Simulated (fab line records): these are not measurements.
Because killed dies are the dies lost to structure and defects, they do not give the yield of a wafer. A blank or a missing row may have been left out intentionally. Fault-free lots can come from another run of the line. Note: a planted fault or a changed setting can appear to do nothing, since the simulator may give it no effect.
Chamber matching || flow sky130 || SKY_PASSIVATION_CVD_00 on pecvd-04 has 3 sister chambers
The step deposits SiO2, target thk 90 nm. 20 wafers are shown with their chamber, then 10 later ones without.

== WAFERS, EACH WITH ITS CHAMBER ==
{"wafer": "L076.3", "chamber": 2, "heaterPowerW (W)": 635}
{"wafer": "L076.5", "chamber": 1, "heaterPowerW (W)": 684}
{"wafer": "L076.6", "chamber": 0, "heaterPowerW (W)": 544}
{"wafer": "L080.1", "chamber": 0, "heaterPowerW (W)": 589}
{"wafer": "L080.2", "chamber": 2, "heaterPowerW (W)": 565}
{"wafer": "L080.4", "chamber": 0, "heaterPowerW (W)": 575}
{"wafer": "L081.4", "chamber": 2, "heaterPowerW (W)": 648}
{"wafer": "L081.5", "chamber": 0, "heaterPowerW (W)": 496}
{"wafer": "L081.6", "chamber": 1, "heaterPowerW (W)": 615}
{"wafer": "L082.1", "chamber": 2, "heaterPowerW (W)": 638}
{"wafer": "L082.2", "chamber": 1, "heaterPowerW (W)": 598}
{"wafer": "L082.6", "chamber": 0, "heaterPowerW (W)": 579}
{"wafer": "L084.2", "chamber": 1, "heaterPowerW (W)": 631}
{"wafer": "L084.4", "chamber": 1, "heaterPowerW (W)": 626}
{"wafer": "L084.6", "chamber": 2, "heaterPowerW (W)": 665}
{"wafer": "L087.2", "chamber": 2, "heaterPowerW (W)": 658}
{"wafer": "L087.3", "chamber": 1, "heaterPowerW (W)": 696}
{"wafer": "L087.5", "chamber": 0, "heaterPowerW (W)": 520}
{"wafer": "L088.1", "chamber": 1, "heaterPowerW (W)": 677}
{"wafer": "L088.3", "chamber": 0, "heaterPowerW (W)": 572}

SIGNATURES, as means of the wafers listed above
{"reading": "heaterPowerW", "chamber 0": 553.57, "chamber 1": 646.71, "chamber 2": 634.83, "scatter within a chamber": 36.4}
Rule: a wafer's distance from a chamber is the root of the sum, over the readings, of the square of ((its reading less the chamber's mean) divided by the reading's scatter). If the next closest chamber is less than 2 further off than the closest, the wafer can't be placed; otherwise it belongs to the closest. The scatter: the root of (the sum of the squares of (reading less its chamber's mean) over the shown wafers, divided by (wafers less chambers)).

== WAFERS WHOSE CHAMBER IS MISSING ==
{"wafer": "L088.4", "heaterPowerW (W)": 695}
{"wafer": "L090.2", "heaterPowerW (W)": 683}
{"wafer": "L090.4", "heaterPowerW (W)": 585}
{"wafer": "L090.6", "heaterPowerW (W)": 672}
{"wafer": "L096.1", "heaterPowerW (W)": 598}
{"wafer": "L096.2", "heaterPowerW (W)": 559}
{"wafer": "L096.4", "heaterPowerW (W)": 628}
{"wafer": "L097.1", "heaterPowerW (W)": 659}
{"wafer": "L097.4", "heaterPowerW (W)": 498}
{"wafer": "L097.6", "heaterPowerW (W)": 677}

== WHICH CHAMBER EACH ONE RAN IN ==
{"wafer": "L088.4", "from the rows above": "can't be placed: 1 or 2", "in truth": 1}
{"wafer": "L090.2", "from the rows above": "can't be placed: 1 or 2", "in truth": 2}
{"wafer": "L090.4", "from the rows above": "can't be placed: 0 or 2 or 1", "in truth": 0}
{"wafer": "L090.6", "from the rows above": "can't be placed: 1 or 2", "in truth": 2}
{"wafer": "L096.1", "from the rows above": "can't be placed: 2 or 0 or 1", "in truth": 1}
{"wafer": "L096.2", "from the rows above": "can't be placed: 0 or 2", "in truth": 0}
{"wafer": "L096.4", "from the rows above": "can't be placed: 2 or 1 or 0", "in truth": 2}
{"wafer": "L097.1", "from the rows above": "can't be placed: 1 or 2", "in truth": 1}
{"wafer": "L097.4", "from the rows above": 0, "in truth": 0}
{"wafer": "L097.6", "from the rows above": "can't be placed: 1 or 2", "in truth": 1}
Placed correctly: 1 of 10. From these rows, 9 cannot be placed; in 9 the true chamber is one of the candidates. 0 placed wrongly.
